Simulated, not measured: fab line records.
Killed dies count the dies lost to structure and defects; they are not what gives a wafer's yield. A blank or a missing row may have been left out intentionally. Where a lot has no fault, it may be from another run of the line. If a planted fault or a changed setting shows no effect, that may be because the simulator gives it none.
fab line records	flow sfq_line
record lots=15	wafers=45	last_day=94
route steps=325 shown R5@224 I5@235 M6@252 I6@268
lots untouched by any fault: they come from a run of this same line in which no faults occurred
start_h: hours from the record's first day to the start of the lot's first wafer shown	wait_h: hours from the lot's prior step to this one	" as in the row above	L1.1+2: one row covering several wafers at once	- no value, or no start given	* or withheld: withheld	< > ~ a bound
route shown NAME@n: NAME is a module with steps in the file, n the number in the route of the first one	usual: average and standard deviation across the fault-free wafers	same: alike in all rows	chamber/n: place in a boat	sites: each site's reading	_std_site: how widely they spread, as a standard deviation	_edge_site: mean of outer sites minus mean of inner sites	radius_mm: for every site, how far away it sits from the centre of the wafer	mask NAME#n: copy n	behind: the last tool/chamber to shape the wafer	hold: reason for holding the lot/hours on hold/outcome of the hold	device: names the non-switching transistor (n, p or np)	end of line: the same wafers' tests at the end of the route	a step given without rows: its recipe and nothing more	killed: dies that structure and defects cost at the first sort, which is not the same as the wafer's yield	map: a wafer's dies, x killed, . not, _ none there
set.NAME: the setting that was run; set.NAME@STEP: the one run at that earlier step	model.NAME: the simulator's own value behind a step, which no gauge read
one table for each step of the route and one row for each wafer, over a sample of lots
services: the hour from which a tool's chamber was out of use, counted from the record's first day as start_h (under 0 if before that day), plus the number of hours and why
## steps
# step SFQ_TRILAYER_R5_BARC_OPEN_METAL_ETCH_177
# recipe mask_material=PR	chemistry=O2	target_depth_nm=125	target=BARC	icp_w=600	bias_w=80	pressure_mtorr=10	time_s=41.7
# usual drypump_motor_current_A=5.5/0.61	oes_product_au=0.685/0.0047
lot.wafer	tool	chamber	start_h	wait_h	drypump_motor_current_A	oes_product_au	rf_hours_counter_h
L321.2	rie_metal-03	0	1428.73	0.0	5.9	0.682	30
L321.5	"	0	"	"	5.9	0.683	-
L321.6	"	1	"	"	5.7	0.684	-
L324.2	rie_metal-04	0	1434.73	0.0	5.6	0.692	58
L324.3	"	0	"	"	5.6	0.682	-
L324.5	"	1	"	"	6.6	0.676	-
L325.3	rie_metal-02	1	1435.95	0.0	5.2	0.681	-
L325.5	"	0	"	"	4.7	0.684	-
L325.6	"	1	"	"	5.2	0.690	-
L326.2	rie_metal-03	1	1437.13	0.0	5.7	0.679	59
L326.3	"	0	"	"	5.9	0.678	-
L326.5	"	1	"	"	5.7	0.690	-
L328.2	rie_metal-02	1	1461.26	0.0	5.3	0.683	76
L328.3	"	1	"	"	5.3	0.691	-
L328.4	"	0	"	"	4.6	0.683	-
L329.2	rie_metal-03	1	1476.86	0.0	5.7	0.686	65
L329.5	"	0	"	"	5.9	0.691	-
L329.6	"	1	"	"	5.7	0.682	-
L330.1	rie_metal-02	0	1500.86	0.0	4.6	0.681	102
L330.2	"	1	"	"	5.3	0.690	81
L330.4	"	0	"	"	4.6	0.691	-
L332.4	rie_metal-02	0	1534.35	0.0	4.6	0.680	-
L332.5	"	0	"	"	4.6	0.691	-
L332.6	"	1	"	"	5.3	0.680	-
L334.2	rie_metal-04	0	1549.93	0.0	5.6	0.694	73
L334.4	"	1	"	"	6.6	0.692	-
L334.6	"	1	"	"	6.6	0.694	-
L335.2	rie_metal-02	0	1554.73	0.0	4.6	0.684	109
L335.3	"	1	"	"	5.2	0.683	-
L335.4	"	0	"	"	4.6	0.691	-
L336.2	rie_metal-02	1	1558.33	0.0	5.3	0.683	88
L336.4	"	0	"	"	4.6	0.690	-
L336.6	"	1	"	"	5.3	0.680	-
L338.1	rie_metal-03	1	1571.53	0.0	5.7	0.685	80
L338.2	"	0	"	"	5.9	0.686	52
L338.5	"	0	"	"	5.9	0.687	-
L340.2	rie_metal-04	1	1583.65	0.0	6.6	0.682	28
L340.4	"	0	"	"	5.6	0.673	-
L340.5	"	1	"	"	6.6	0.682	-
L341.1	rie_metal-03	0	1584.85	0.0	6.0	0.688	53
L341.2	"	1	"	"	5.7	0.690	82
L341.3	"	0	"	"	5.9	0.690	-
L344.1	rie_metal-04	1	1607.65	0.0	6.6	0.683	30
L344.4	"	1	"	"	6.6	0.684	-
L344.5	"	1	"	"	6.6	0.683	-
# step SFQ_I5_OVL_MEAS_936
# usual I5_OVL=-3/5.3
lot.wafer	tool	chamber	start_h	wait_h	I5_OVL[nm]
L321.2	overlay-01	-	1570.30	0.1	-12
L321.5	"	-	"	"	-15
L321.6	"	-	"	"	-11
L324.2	overlay-01	-	1577.50	0.1	-2
L324.3	"	-	"	"	-6
L324.5	"	-	"	"	-6
L325.3	overlay-01	-	1581.23	0.1	-2
L325.5	"	-	"	"	-4
L325.6	"	-	"	"	-8
L326.2	overlay-02	-	1582.42	0.1	-1
L326.3	"	-	"	"	-3
L326.5	"	-	"	"	-2
L328.2	overlay-01	-	1599.22	0.1	3
L328.3	"	-	"	"	-2
L328.4	"	-	"	"	4
L329.2	overlay-02	-	1611.22	0.1	-2
L329.5	"	-	"	"	-7
L329.6	"	-	"	"	-2
L330.1	overlay-01	-	1639.51	0.1	-4
L330.2	"	-	"	"	-5
L330.4	"	-	"	"	-7
L332.4	overlay-02	-	1664.34	0.1	7
L332.5	"	-	"	"	6
L332.6	"	-	"	"	4
L334.2	overlay-01	-	1679.93	0.1	-8
L334.4	"	-	"	"	-11
L334.6	"	-	"	"	-2
L335.2	overlay-02	-	1685.93	0.1	-1
L335.3	"	-	"	"	-1
L335.4	"	-	"	"	-9
L336.2	overlay-01	-	1691.93	0.1	-3
L336.4	"	-	"	"	-5
L336.6	"	-	"	"	-6
L338.1	overlay-01	-	1707.53	0.1	-1
L338.2	"	-	"	"	1
L338.5	"	-	"	"	6
L340.2	overlay-01	-	1719.53	0.1	-3
L340.4	"	-	"	"	-3
L340.5	"	-	"	"	-1
L341.1	overlay-01	-	1720.73	0.1	-1
L341.2	"	-	"	"	7
L341.3	"	-	"	"	3
L344.1	overlay-01	-	1736.33	0.1	0
L344.4	"	-	"	"	3
L344.5	"	-	"	"	1
# step SFQ_TRILAYER_M6_DEP_SPUTTER_157
# recipe material=Nb	base_pressure_pa=1.33e-06	chamber_pressure_pa=0.1333	substrate_temp_c=20	target_thk_nm=200	power_w=2000	time_s=133.3
# usual throttle_valve_pct=29.8/0.99
lot.wafer	tool	chamber	start_h	wait_h	throttle_valve_pct
L321.2	pvd_sputter-04	-	1574.67	0.0	30.7
L321.5	"	-	"	"	30.5
L321.6	"	-	"	"	30.7
L324.2	pvd_sputter-04	-	1647.09	0.0	30.8
L324.3	"	-	"	"	27.9
L324.5	"	-	"	"	28.9
L325.3	pvd_sputter-05	-	1717.45	0.0	29.4
L325.5	"	-	"	"	30.0
L325.6	"	-	"	"	29.5
L325.3	pvd_sputter-05	-	1717.71	0.2	29.6
L325.5	"	-	"	"	30.1
L325.6	"	-	"	"	29.5
L326.2	pvd_sputter-03	-	1719.25	0.0	30.0
L326.3	"	-	"	"	29.8
L326.5	"	-	"	"	30.2
L328.2	pvd_sputter-05	-	1730.06	0.0	31.9
L328.3	"	-	"	"	29.3
L328.4	"	-	"	"	30.2
L329.2	pvd_sputter-04	-	1740.85	0.0	30.7
L329.5	"	-	"	"	30.4
L329.6	"	-	"	"	30.4
L329.2	pvd_sputter-04	-	1741.11	0.2	30.4
L329.5	"	-	"	"	30.4
L329.6	"	-	"	"	30.7
L330.1	pvd_sputter-05	-	1756.58	0.0	29.5
L330.2	"	-	"	"	31.5
L330.4	"	-	"	"	30.4
L332.4	pvd_sputter-05	-	1786.58	0.0	31.8
L332.5	"	-	"	"	30.0
L332.6	"	-	"	"	30.2
L332.4	pvd_sputter-05	-	1786.84	0.2	31.7
L332.5	"	-	"	"	30.0
L332.6	"	-	"	"	30.4
L334.2	pvd_sputter-03	-	1797.38	0.0	30.2
L334.4	"	-	"	"	30.0
L334.6	"	-	"	"	29.0
L335.2	pvd_sputter-04	-	1807.15	0.0	27.9
L335.3	"	-	"	"	30.6
L335.4	"	-	"	"	28.7
L336.2	pvd_sputter-04	-	1810.58	0.0	30.4
L336.4	"	-	"	"	30.5
L336.6	"	-	"	"	28.8
L338.1	pvd_sputter-04	-	1827.98	0.0	28.6
L338.2	"	-	"	"	27.9
L338.5	"	-	"	"	30.5
L340.2	pvd_sputter-04	-	1837.29	0.0	30.4
L340.4	"	-	"	"	30.6
L340.5	"	-	"	"	30.6
L341.1	pvd_sputter-05	-	1839.69	0.0	31.8
L341.2	"	-	"	"	29.6
L341.3	"	-	"	"	30.3
L344.1	pvd_sputter-03	-	1858.29	0.0	29.5
L344.4	"	-	"	"	29.1
L344.5	"	-	"	"	29.3
# step SFQ_M6_RS_MEAS_938
# recipe thk_meas_gauge=four-point-probe	reads=Nb_of_TRILAYER_M6_DEP_SPUTTER_157
# usual M6_NB_RS=0.889/0.0093
lot.wafer	tool	chamber	start_h	wait_h	M6_NB_RS[ohm/sq]
L321.2	film_metro-01	-	1574.78	0.1	0.891
L321.5	"	-	"	"	0.900
L321.6	"	-	"	"	0.899
L324.2	film_metro-02	-	1647.20	0.1	0.884
L324.3	"	-	"	"	0.890
L324.5	"	-	"	"	0.896
L325.3	film_metro-01	-	1717.84	0.1	0.439
L325.5	"	-	"	"	0.440
L325.6	"	-	"	"	0.438
L326.2	film_metro-04	-	1719.36	0.1	0.892
L326.3	"	-	"	"	0.884
L326.5	"	-	"	"	0.877
L328.2	film_metro-04	-	1730.17	0.1	0.886
L328.3	"	-	"	"	0.874
L328.4	"	-	"	"	0.877
L329.2	film_metro-01	-	1741.22	0.1	0.438
L329.5	"	-	"	"	0.437
L329.6	"	-	"	"	0.439
L330.1	film_metro-02	-	1756.67	0.0	0.881
L330.2	"	-	"	"	0.886
L330.4	"	-	"	"	0.890
L332.4	film_metro-02	-	1786.99	0.1	0.441
L332.5	"	-	"	"	0.437
L332.6	"	-	"	"	0.438
L334.2	film_metro-04	-	1797.49	0.1	0.904
L334.4	"	-	"	"	0.889
L334.6	"	-	"	"	0.895
L335.2	film_metro-04	-	1807.26	0.1	0.905
L335.3	"	-	"	"	0.892
L335.4	"	-	"	"	0.904
L336.2	film_metro-02	-	1810.69	0.1	0.888
L336.4	"	-	"	"	0.877
L336.6	"	-	"	"	0.889
L338.1	film_metro-04	-	1828.07	0.0	0.887
L338.2	"	-	"	"	0.893
L338.5	"	-	"	"	0.890
L340.2	film_metro-02	-	1837.40	0.1	0.896
L340.4	"	-	"	"	0.899
L340.5	"	-	"	"	0.896
L341.1	film_metro-01	-	1839.78	0.0	0.889
L341.2	"	-	"	"	0.879
L341.3	"	-	"	"	0.879
L344.1	film_metro-02	-	1858.38	0.0	0.890
L344.4	"	-	"	"	0.882
L344.5	"	-	"	"	0.891
# step SFQ_TRILAYER_M6_ETCH_METAL_ETCH_162
# recipe target=Nb	stop_on=SiO2	mask_material=PR	chemistry=Cl2/Ar	target_depth_nm=240	icp_w=600	bias_w=80	pressure_mtorr=10	time_s=120
# usual drypump_motor_current_A=6.0/0.36	oes_product_au=0.896/0.0071
lot.wafer	tool	chamber	start_h	wait_h	drypump_motor_current_A	oes_product_au	rf_hours_counter_h
L321.2	rie_metal-03	0	1708.82	0.0	5.9	0.893	66
L321.5	"	1	"	"	5.7	0.888	-
L321.6	"	0	"	"	5.9	0.885	-
L324.2	rie_metal-03	0	1715.84	0.0	5.9	0.899	67
L324.3	"	1	"	"	5.7	0.899	-
L324.5	"	1	"	"	5.7	0.885	-
L325.3	rie_metal-04	1	1721.31	0.1	6.6	0.988	-
L325.5	"	1	"	"	6.6	0.999	-
L325.6	"	0	"	"	5.6	1.010	-
L326.2	rie_metal-03	1	1722.47	0.0	5.7	0.891	100
L326.3	"	0	"	"	5.9	0.897	-
L326.5	"	1	"	"	5.7	0.900	-
L328.2	rie_metal-03	0	1732.68	0.0	5.9	0.903	70
L328.3	"	0	"	"	5.9	0.902	-
L328.4	"	1	"	"	5.7	0.905	-
L329.2	rie_metal-01	1	1743.83	0.1	6.2	0.985	-
L329.5	"	1	"	"	6.2	1.001	-
L329.6	"	1	"	"	6.2	0.998	-
L330.1	rie_metal-03	0	1876.06	0.0	5.9	0.900	87
L330.2	"	1	"	"	5.7	0.892	122
L330.4	"	1	"	"	5.7	0.893	-
L332.4	rie_metal-04	0	1906.29	0.1	5.6	1.015	-
L332.5	"	0	"	"	5.6	1.017	-
L332.6	"	1	"	"	6.6	0.987	-
L334.2	rie_metal-03	1	1917.40	0.0	5.8	0.899	128
L334.4	"	0	"	"	5.8	0.895	-
L334.6	"	0	"	"	5.9	0.882	-
L335.2	rie_metal-04	0	1924.07	0.0	5.6	0.886	118
L335.3	"	1	"	"	6.6	0.888	-
L335.4	"	0	"	"	5.6	0.886	-
L336.2	rie_metal-03	0	1928.87	0.0	5.9	0.894	94
L336.4	"	0	"	"	5.9	0.901	-
L336.6	"	0	"	"	5.9	0.894	-
L338.1	rie_metal-01	1	1934.87	0.0	6.2	0.905	32
L338.2	"	0	"	"	6.5	0.893	17
L338.5	"	0	"	"	6.5	0.898	-
L340.2	rie_metal-03	0	1937.27	0.0	5.9	0.891	95
L340.4	"	0	"	"	5.9	0.889	-
L340.5	"	0	"	"	5.9	0.892	-
L341.1	rie_metal-01	1	1938.47	0.0	6.2	0.898	32
L341.2	"	0	"	"	6.5	0.903	18
L341.3	"	0	"	"	6.5	0.909	-
L344.1	rie_metal-04	0	1949.27	0.0	5.6	0.897	120
L344.4	"	1	"	"	6.6	0.898	-
L344.5	"	0	"	"	5.7	0.896	-
# step SFQ_I6_BOW_MEAS_941
# recipe mode=bow
# usual I6_BOW=4/11
lot.wafer	tool	chamber	start_h	wait_h	I6_BOW[um]
L321.2	film_metro-01	-	1712.84	1.5	28
L321.5	"	-	"	"	18
L321.6	"	-	"	"	20
L324.2	film_metro-01	-	1719.84	2.0	25
L324.3	"	-	"	"	12
L324.5	"	-	"	"	8
L325.3	film_metro-04	-	1725.28	1.0	-10
L325.5	"	-	"	"	6
L325.6	"	-	"	"	-2
L326.2	film_metro-01	-	1726.46	2.5	0
L326.3	"	-	"	"	2
L326.5	"	-	"	"	-4
L328.2	film_metro-04	-	1736.68	1.0	7
L328.3	"	-	"	"	8
L328.4	"	-	"	"	-3
L329.2	film_metro-01	-	1748.51	1.5	-8
L329.5	"	-	"	"	-4
L329.6	"	-	"	"	-7
L330.1	film_metro-03	-	1880.03	2.0	-5
L330.2	"	-	"	"	0
L330.4	"	-	"	"	0
L332.4	film_metro-01	-	1911.85	2.6	-3
L332.5	"	-	"	"	-6
L332.6	"	-	"	"	-7
L334.2	film_metro-01	-	1921.40	1.5	-6
L334.4	"	-	"	"	-4
L334.6	"	-	"	"	3
L335.2	film_metro-04	-	1928.06	2.5	12
L335.3	"	-	"	"	7
L335.4	"	-	"	"	13
L336.2	film_metro-03	-	1932.86	1.5	6
L336.4	"	-	"	"	-11
L336.6	"	-	"	"	9
L338.1	film_metro-01	-	1938.84	1.5	-1
L338.2	"	-	"	"	14
L338.5	"	-	"	"	8
L340.2	film_metro-01	-	1941.86	1.5	8
L340.4	"	-	"	"	-1
L340.5	"	-	"	"	6
L341.1	film_metro-04	-	1943.04	1.0	3
L341.2	"	-	"	"	9
L341.3	"	-	"	"	9
L344.1	film_metro-01	-	1953.24	2.0	35
L344.4	"	-	"	"	21
L344.5	"	-	"	"	25
## services
tool	chamber	start_h	hours	kind
pvd_sputter-04	-	1433.78	3.4	repair
rie_metal-04	-	1474.99	0.4	repair
rie_metal-01	0	1479.74	1.8	repair
pvd_sputter-04	-	1535.50	1.8	repair
rie_metal-01	-	1565.83	2.4	repair
pvd_sputter-04	-	1592.10	5.4	repair
rie_metal-02	-	1605.64	0.6	repair
rie_metal-01	1	1624.91	4.8	repair
rie_metal-04	-	1632.74	2.8	pm
rie_metal-04	-	1641.96	1.2	repair
rie_metal-03	0	1655.09	3.6	repair
rie_metal-03	0	1661.19	9.0	repair
pvd_sputter-03	-	1710.35	2.7	repair
pvd_sputter-03	-	1721.39	3.4	repair
rie_metal-04	-	1742.01	1.8	repair
pvd_sputter-05	-	1770.59	1.5	repair
rie_metal-01	0	1771.21	19.0	repair
rie_metal-03	0	1775.15	9.4	repair
pvd_sputter-04	-	1798.88	5.0	repair
pvd_sputter-05	-	1805.00	7.6	repair
rie_metal-02	-	1810.71	0.4	repair
pvd_sputter-04	-	1845.65	0.5	repair
pvd_sputter-04	-	1858.67	2.8	repair
rie_metal-02	1	1943.00	3.4	repair
## key
first_sign step=SFQ_TRILAYER_M6_DEP_SPUTTER_157	reading=visit	direction=added
effect step=SFQ_M6_RS_MEAS_938	reading=M6_NB_RS	direction=down	sigmas=48	usual=0.889	struck=0.439
effect step=SFQ_TRILAYER_M6_ETCH_METAL_ETCH_162	reading=oes_product_au	direction=up	sigmas=15	usual=0.896	struck=1.000
met_at SFQ_TRILAYER_M6_DEP_SPUTTER_157
struck_lots L325,L329,L332
not_acting_at SFQ_TRILAYER_R5_BARC_OPEN_METAL_ETCH_177,SFQ_I5_OVL_MEAS_936,SFQ_I6_BOW_MEAS_941
fault kind=repeated_step_whole	tool=pvd_sputter-03,pvd_sputter-04,pvd_sputter-05	chamber=-	onset_h=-	steps=SFQ_TRILAYER_M6_DEP_SPUTTER_157	times=1	scope=struck_lots_only
